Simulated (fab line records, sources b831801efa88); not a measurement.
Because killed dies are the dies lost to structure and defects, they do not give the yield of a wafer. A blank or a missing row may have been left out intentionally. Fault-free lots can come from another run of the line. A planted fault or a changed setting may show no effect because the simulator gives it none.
fab line records    flow sky130
record lots=12  wafers=36  last_day=50
route steps=708 shown POLY_GATE@228 LDD_P@265 LDD_HVN@275 PAD_OPEN@708
lots with no fault: from the same line, run without faults
start_h: hours from the record's opening day to when the first of the lot's shown wafers began    wait_h: how many hours have passed since the lot's step before this one    " repeats the value in the row above    L1.1+2: a single row standing in for several wafers    - no value, or no start given    * or withheld: withheld    < > ~ a bound
route shown NAME@n: names a module that has steps shown in the file, with the first one's number in the route    usual: average and standard deviation across the fault-free wafers    same: alike in all rows    chamber/n: place in a boat    sites: the reading at each site    _std_site: the standard deviation of these    _edge_site: outer sites' mean less inner sites'    radius_mm: how far each site lies from the wafer's centre    mask NAME#n: copy n    behind: tool/chamber where the wafer was last shaped    hold: why the lot was held/for how many hours/how that ended    device: whichever transistor did not switch (one of n, p or np)    end of line: the same wafers' tests at the end of the route    a step with no rows: only its recipe    killed: dies lost to structure and defects at the first sort, not the wafer's yield    map: a wafer's dies, x killed, . not, _ none there
set.NAME: setting as actually run; set.NAME@STEP: the setting as run at that earlier step    model.NAME: the simulator's own value behind a step, which no gauge read
steps of the route over a sample of lots; a table a step, a row a wafer
services: the hour from which a tool's chamber was out of use, counted from the record's first day as start_h (under 0 if before that day), plus the number of hours and why
## steps
# step SKY_POLY_GATE_OVL_MEAS_14
# usual POLY_GATE_OVL=-4/6.5
lot.wafer  tool        chamber  start_h  wait_h  POLY_GATE_OVL[nm]
L647.2     overlay-02  -        364.18   0.1     -2
L647.3     "           -        "        "       4
L647.4     "           -        "        "       -2
L649.1     overlay-02  -        388.64   0.1     -4
L649.2     "           -        "        "       0
L649.3     "           -        "        "       -6
L650.1     overlay-01  -        391.88   0.1     -14
L650.3     "           -        "        "       -6
L650.6     "           -        "        "       -9
L651.1     overlay-02  -        398.51   0.1     -4
L651.2     "           -        "        "       5
L651.6     "           -        "        "       1
L653.1     overlay-01  -        426.08   0.1     -5
L653.3     "           -        "        "       -11
L653.5     "           -        "        "       -4
L654.3     overlay-02  -        446.12   0.1     -1
L654.4     "           -        "        "       0
L654.6     "           -        "        "       -5
L656.4     overlay-01  -        471.92   0.1     -11
L656.5     "           -        "        "       -7
L656.6     "           -        "        "       -6
L658.2     overlay-01  -        480.16   0.1     -8
L658.4     "           -        "        "       -6
L658.6     "           -        "        "       -11
L657.2     overlay-02  -        481.16   0.1     7
L657.5     "           -        "        "       -2
L657.6     "           -        "        "       9
L659.1     overlay-01  -        484.86   0.1     -10
L659.3     "           -        "        "       -10
L659.4     "           -        "        "       -8
L668.1     overlay-02  -        551.59   0.1     0
L668.2     "           -        "        "       -4
L668.5     "           -        "        "       -6
L667.3     overlay-02  -        553.15   0.1     -5
L667.4     "           -        "        "       4
L667.5     "           -        "        "       -3
# step SKY_POLY_GATE_STRIP_18
# recipe chemistry=O2/N2  power_w=1400  pressure_mtorr=1500  platen_temp_c=withheld  o2_flow_sccm=3000  n2_flow_sccm=300  overash_fraction=0.5
# usual drypump_motor_current_A=5.5/0.47  oes_product_au=0.361/0.005  strip_time_to_endpoint_s=3.17/0.04
lot.wafer  tool             chamber  start_h  wait_h  drypump_motor_current_A  oes_product_au  rf_hours_counter_h  strip_time_to_endpoint_s
L647.2     plasma_asher-03  1        364.45   0.0     5.4                      0.357           55                  3.13
L647.3     "                1        "        "       5.4                      0.356           -                   3.11
L647.4     "                0        "        "       5.0                      0.364           -                   3.13
L649.1     plasma_asher-03  0        388.91   0.0     5.0                      0.356           57                  3.19
L649.2     "                1        "        "       5.4                      0.362           57                  3.25
L649.3     "                0        "        "       5.0                      0.363           -                   3.20
L650.1     plasma_asher-04  0        392.15   0.0     6.3                      0.354           72                  3.19
L650.3     "                1        "        "       5.0                      0.361           -                   3.13
L650.6     "                1        "        "       5.0                      0.356           -                   3.17
L651.1     plasma_asher-02  0        398.78   0.0     5.8                      0.365           71                  3.16
L651.2     "                1        "        "       5.4                      0.359           71                  3.18
L651.6     "                0        "        "       5.7                      0.366           -                   3.14
L653.1     plasma_asher-03  0        426.35   0.0     5.0                      0.359           60                  3.15
L653.3     "                1        "        "       5.3                      0.352           -                   3.15
L653.5     "                1        "        "       5.4                      0.367           -                   3.15
L654.3     plasma_asher-04  0        446.41   0.1     6.3                      0.361           -                   3.20
L654.4     "                1        "        "       5.0                      0.359           -                   3.24
L654.6     "                0        "        "       6.3                      0.366           -                   3.21
L656.4     plasma_asher-03  0        472.21   0.1     5.0                      0.369           -                   3.19
L656.5     "                0        "        "       5.0                      0.358           -                   3.20
L656.6     "                1        "        "       5.3                      0.368           -                   3.25
L658.2     plasma_asher-02  0        480.43   0.0     5.7                      0.363           5                   3.19
L658.4     "                0        "        "       5.7                      0.361           -                   3.18
L658.6     "                0        "        "       5.7                      0.354           -                   3.17
L657.2     plasma_asher-04  1        481.43   0.0     5.0                      0.367           81                  3.17
L657.5     "                1        "        "       5.0                      0.358           -                   3.24
L657.6     "                0        "        "       6.3                      0.352           -                   3.16
L659.1     plasma_asher-03  0        485.13   0.0     5.0                      0.351           66                  3.18
L659.3     "                0        "        "       5.0                      0.366           -                   3.20
L659.4     "                1        "        "       5.4                      0.363           -                   3.23
L668.1     plasma_asher-04  1        551.86   0.0     5.0                      0.356           89                  3.14
L668.2     "                0        "        "       6.3                      0.359           89                  3.14
L668.5     "                0        "        "       6.2                      0.365           -                   3.13
L667.3     plasma_asher-03  1        553.44   0.1     5.4                      0.363           -                   3.20
L667.4     "                0        "        "       5.0                      0.364           -                   3.16
L667.5     "                1        "        "       5.4                      0.364           -                   3.12
# step SKY_LDD_P_STRIP_10
# recipe chemistry=O2/N2  power_w=1400  pressure_mtorr=1500  platen_temp_c=withheld  o2_flow_sccm=3000  n2_flow_sccm=300  overash_fraction=0.5
# usual drypump_motor_current_A=5.4/0.39  oes_product_au=0.715/0.0041  strip_time_to_endpoint_s=14.20/0.037
lot.wafer  tool             chamber  start_h  wait_h  drypump_motor_current_A  oes_product_au  rf_hours_counter_h  strip_time_to_endpoint_s
L647.2     plasma_asher-04  0        426.90   0.1     6.2                      0.713           76                  14.23
L647.3     "                0        "        "       6.3                      0.715           -                   14.22
L647.4     "                1        "        "       5.0                      0.721           -                   14.24
L649.1     plasma_asher-04  0        451.80   0.1     6.3                      0.711           78                  14.18
L649.2     "                1        "        "       5.0                      0.720           78                  14.16
L649.3     "                0        "        "       6.3                      0.714           -                   14.15
L650.1     plasma_asher-04  0        456.73   0.1     6.3                      0.718           79                  14.21
L650.3     "                1        "        "       5.0                      0.715           -                   14.30
L650.6     "                1        "        "       5.0                      0.719           -                   14.22
L651.1     plasma_asher-01  1        462.37   0.1     5.7                      0.714           33                  14.20
L651.2     "                0        "        "       5.4                      0.716           33                  14.20
L651.6     "                0        "        "       5.4                      0.713           -                   14.17
L653.1     plasma_asher-01  0        489.87   0.1     5.3                      0.714           36                  14.17
L653.3     "                1        "        "       5.7                      0.709           -                   14.19
L653.5     "                0        "        "       5.4                      0.719           -                   14.17
L654.3     plasma_asher-01  0        510.70   0.1     5.4                      0.714           -                   14.19
L654.4     "                1        "        "       5.7                      0.710           -                   14.20
L654.6     "                1        "        "       5.7                      0.714           -                   14.24
L656.4     plasma_asher-03  1        535.99   0.1     5.4                      0.712           -                   14.15
L656.5     "                0        "        "       5.0                      0.715           -                   14.12
L656.6     "                1        "        "       5.4                      0.707           -                   14.13
L658.2     plasma_asher-01  1        543.95   0.1     5.7                      0.710           42                  14.27
L658.4     "                0        "        "       5.4                      0.722           -                   14.22
L658.6     "                0        "        "       5.4                      0.721           -                   14.23
L657.2     plasma_asher-04  0        545.61   0.1     6.3                      0.718           88                  14.23
L657.5     "                0        "        "       6.2                      0.715           -                   14.27
L657.6     "                1        "        "       5.0                      0.715           -                   14.24
L659.1     plasma_asher-01  0        547.67   0.1     5.4                      0.714           42                  14.16
L659.3     "                0        "        "       5.4                      0.717           -                   14.10
L659.4     "                1        "        "       5.7                      0.714           -                   14.15
L668.1     plasma_asher-03  0        613.92   0.1     5.0                      0.712           77                  14.23
L668.2     "                1        "        "       5.4                      0.720           77                  14.24
L668.5     "                0        "        "       5.0                      0.721           -                   14.24
L667.3     plasma_asher-04  1        614.64   0.1     5.0                      0.711           -                   14.25
L667.4     "                0        "        "       6.3                      0.712           -                   14.25
L667.5     "                0        "        "       6.3                      0.716           -                   14.22
# step SKY_LDD_HVN_IMPLANT_08
# recipe species=P  energy_kev=60  dose_cm2=3e+13  tilt_deg=40
# same implant_ion_amu=31
lot.wafer   tool          chamber  start_h  wait_h
L647.2+3+4  implanter-01  0        457.83   0.1
L649.1+2+3  implanter-01  0        482.49   0.0
L650.1+3+6  implanter-03  0        487.09   0.0
L651.1+2+6  implanter-02  0        493.34   0.0
L653.1+3+5  implanter-02  0        520.59   0.0
L654.3+4+6  implanter-01  0        541.28   0.1
L656.4+5+6  implanter-03  0        565.90   0.1
L658.2+4+6  implanter-01  0        574.11   0.0
L657.2+5+6  implanter-02  0        575.01   0.0
L659.1+3+4  implanter-02  0        577.54   0.0
L659.1+3+4  implanter-02  0        577.86   0.3
L668.1+2+5  implanter-03  0        642.88   0.0
L667.3+4+5  implanter-02  0        643.53   0.1
L667.3+4+5  implanter-02  0        643.85   0.3
# step SKY_LDD_HVN_TW_MEAS_10
# usual LDD_HVN_TW=1442/11
lot.wafer  tool           chamber  start_h  wait_h  LDD_HVN_TW
L647.2     film_metro-03  -        458.06   0.1     1446
L647.3     "              -        "        "       1443
L647.4     "              -        "        "       1450
L649.1     film_metro-01  -        482.74   0.1     1440
L649.2     "              -        "        "       1443
L649.3     "              -        "        "       1446
L650.1     film_metro-03  -        487.34   0.1     1458
L650.3     "              -        "        "       1461
L650.6     "              -        "        "       1462
L651.1     film_metro-04  -        493.59   0.1     1438
L651.2     "              -        "        "       1437
L651.6     "              -        "        "       1435
L653.1     film_metro-03  -        520.84   0.1     1457
L653.3     "              -        "        "       1457
L653.5     "              -        "        "       1460
L654.3     film_metro-01  -        541.50   0.1     1441
L654.4     "              -        "        "       1458
L654.6     "              -        "        "       1453
L656.4     film_metro-03  -        566.10   0.1     1448
L656.5     "              -        "        "       1446
L656.6     "              -        "        "       1451
L658.2     film_metro-03  -        574.34   0.1     1445
L658.4     "              -        "        "       1447
L658.6     "              -        "        "       1456
L657.2     film_metro-01  -        575.24   0.1     1445
L657.5     "              -        "        "       1445
L657.6     "              -        "        "       1440
L659.1     film_metro-01  -        578.11   0.1     1797
L659.3     "              -        "        "       1810
L659.4     "              -        "        "       1806
L668.1     film_metro-04  -        643.13   0.1     1428
L668.2     "              -        "        "       1427
L668.5     "              -        "        "       1431
L667.3     film_metro-04  -        644.07   0.1     1792
L667.4     "              -        "        "       1785
L667.5     "              -        "        "       1788
# step SKY_PAD_OPEN_PROBE_99
# usual killed_at_M0_to_M3=44/6.4  killed_at_M4_up=3.6/2.1  killed_at_contacts=23/5.1  killed_at_front_end=15/4.3  killed_at_other=0.3/0.56  killed_dies=86/9  killed_open=47/6.4  killed_short=39/5.8
# same gross_dies=492  killed_at_back_side=0
lot.wafer  tool       chamber  start_h  wait_h  killed_at_M0_to_M3  killed_at_M4_up  killed_at_contacts  killed_at_front_end  killed_at_other  killed_dies  killed_open  killed_short
L647.2     prober-01  -        1065.70  0.1     36                  3                21                  16                   0                76           45           31
L647.3     prober-01  -        1065.75  0.2     48                  5                21                  14                   0                88           49           39
L647.4     prober-01  -        1065.80  0.2     43                  1                25                  22                   0                91           43           47
L659.1     prober-02  -        1140.83  0.1     40                  8                29                  13                   0                90           42           48
L659.3     prober-02  -        1140.93  0.2     37                  6                24                  12                   0                79           43           36
L659.4     prober-02  -        1140.98  0.2     47                  3                24                  14                   0                88           47           41
L668.1     prober-02  -        1187.15  0.1     50                  0                17                  15                   0                82           50           32
L668.2     prober-02  -        1187.20  0.1     43                  4                35                  17                   1                100          59           41
L668.5     prober-02  -        1187.35  0.2     41                  4                22                  11                   0                78           44           34
L667.3     prober-01  -        1190.43  0.2     38                  4                24                  8                    1                75           37           38
L667.4     prober-01  -        1190.48  0.2     50                  4                25                  14                   0                93           52           41
L667.5     prober-01  -        1190.53  0.2     53                  2                27                  13                   1                96           51           45
# killed by level:class
L647.2 VIA1:geometric_particle:open=10 LI_CONTACT:geometric_particle:open=8 VIA1:geometric_particle:short=7 CONTACT:geometric_particle:open=6 VIA3:geometric_particle:open=6 VIA2:geometric_particle:open=5 FIELD_ISO:geometric_particle:short=4 POLY_GATE:geometric_particle:open=3
L647.3 VIA1:geometric_particle:short=11 VIA1:geometric_particle:open=10 CONTACT:geometric_particle:open=10 VIA3:geometric_particle:open=7 FIELD_ISO:geometric_particle:open=6 METAL2:geometric_particle:short=6 VIA2:geometric_particle:open=5 POLY_GATE:geometric_particle:open=4
L647.4 VIA2:geometric_particle:open=7 FIELD_ISO:geometric_particle:short=6 CONTACT:geometric_particle:open=6 CONTACT:geometric_particle:short=6 VIA1:geometric_particle:open=6 VIA3:geometric_particle:open=6 POLY_GATE:geometric_particle:short=5 POLY_GATE:geometric_particle:open=5
L659.1 LI_CONTACT:geometric_particle:open=13 VIA3:geometric_particle:open=8 CONTACT:geometric_particle:open=7 POLY_GATE:geometric_particle:short=6 CONTACT:geometric_particle:short=6 METAL1:geometric_particle:short=6 FIELD_ISO:geometric_particle:short=5 VIA1:geometric_particle:short=5
L659.3 CONTACT:geometric_particle:open=14 CONTACT:geometric_particle:short=6 VIA2:geometric_particle:open=6 VIA1:geometric_particle:short=6 POLY_GATE:geometric_particle:open=5 VIA1:geometric_particle:open=5 FIELD_ISO:geometric_particle:short=4 VIA3:geometric_particle:short=4
L659.4 CONTACT:geometric_particle:open=10 VIA1:geometric_particle:open=10 METAL2:geometric_particle:short=9 VIA3:geometric_particle:open=8 VIA2:geometric_particle:open=6 CONTACT:geometric_particle:short=5 LI_CONTACT:geometric_particle:short=4 FIELD_ISO:geometric_particle:open=3
L668.1 VIA1:geometric_particle:open=11 VIA3:geometric_particle:open=9 METAL1:geometric_particle:short=8 CONTACT:geometric_particle:open=7 POLY_GATE:geometric_particle:open=6 VIA2:geometric_particle:open=6 VIA2:geometric_particle:short=4 LI_CONTACT:geometric_particle:open=4
L668.2 CONTACT:geometric_particle:open=14 VIA1:geometric_particle:open=12 CONTACT:geometric_particle:short=9 VIA3:geometric_particle:open=6 LI_CONTACT:geometric_particle:open=5 LOCAL_INTERCONNECT:geometric_particle:short=5 METAL1:geometric_particle:open=5 POLY_GATE:geometric_particle:short=4
L668.5 VIA1:geometric_particle:open=11 VIA2:geometric_particle:open=7 VIA3:geometric_particle:open=7 LI_CONTACT:geometric_particle:open=6 CONTACT:geometric_particle:short=5 CONTACT:geometric_particle:open=5 VIA1:geometric_particle:short=5 METAL2:geometric_particle:short=5
L667.3 VIA1:geometric_particle:open=10 LI_CONTACT:geometric_particle:open=7 LI_CONTACT:geometric_particle:short=6 VIA3:geometric_particle:open=6 CONTACT:geometric_particle:open=5 FIELD_ISO:geometric_particle:short=4 VIA2:geometric_particle:short=4 METAL3:geometric_particle:short=4
L667.4 VIA1:geometric_particle:open=13 CONTACT:geometric_particle:open=9 METAL1:geometric_particle:short=7 VIA1:geometric_particle:short=7 VIA2:geometric_particle:open=7 LI_CONTACT:geometric_particle:open=6 CONTACT:geometric_particle:short=6 FIELD_ISO:geometric_particle:short=4
L667.5 VIA1:geometric_particle:open=13 VIA2:geometric_particle:open=11 CONTACT:geometric_particle:open=9 LI_CONTACT:geometric_particle:open=8 METAL2:geometric_particle:short=8 CONTACT:geometric_particle:short=5 METAL1:geometric_particle:short=5 VIA1:geometric_particle:short=4
## services
tool             chamber  start_h  hours  kind
plasma_asher-02  -        344.40   9.3    repair
plasma_asher-02  -        354.22   0.6    repair
plasma_asher-02  -        421.25   9.0    pm
plasma_asher-02  0        421.25   9.0    vent_cycle
plasma_asher-02  1        421.25   9.0    vent_cycle
plasma_asher-02  0        430.25   -      clean
plasma_asher-02  1        430.25   -      clean
implanter-03     -        446.32   21.4   repair
plasma_asher-02  -        446.54   0.3    repair
implanter-01     -        451.53   1.7    pm
plasma_asher-03  -        487.27   28.1   pm
plasma_asher-02  -        576.68   1.1    repair
implanter-02     -        591.92   1.8    repair
plasma_asher-01  -        604.29   109.0  repair
implanter-03     -        615.19   4.4    pm
## key
first_sign step=SKY_LDD_HVN_IMPLANT_08  reading=visit  direction=added
effect step=SKY_LDD_HVN_TW_MEAS_10  reading=LDD_HVN_TW  direction=up  sigmas=31  usual=1442  struck=1796
met_at SKY_LDD_HVN_IMPLANT_08
struck_lots L659,L667
tester_left_out L659,L667
not_acting_at SKY_POLY_GATE_OVL_MEAS_14,SKY_POLY_GATE_STRIP_18,SKY_LDD_P_STRIP_10
fault kind=repeated_step_whole  tool=implanter-01,implanter-02,implanter-03  chamber=-  onset_h=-  steps=SKY_LDD_HVN_IMPLANT_08  times=1  scope=struck_lots_only
# tester_left_out: of these lots the tester's yield and bins aren't shown, on N5 and GAA mostly nor the transistor test; their killed dies are dies lost to structure and defects alone, not to doping, threshold or leakage, so they don't give the yield
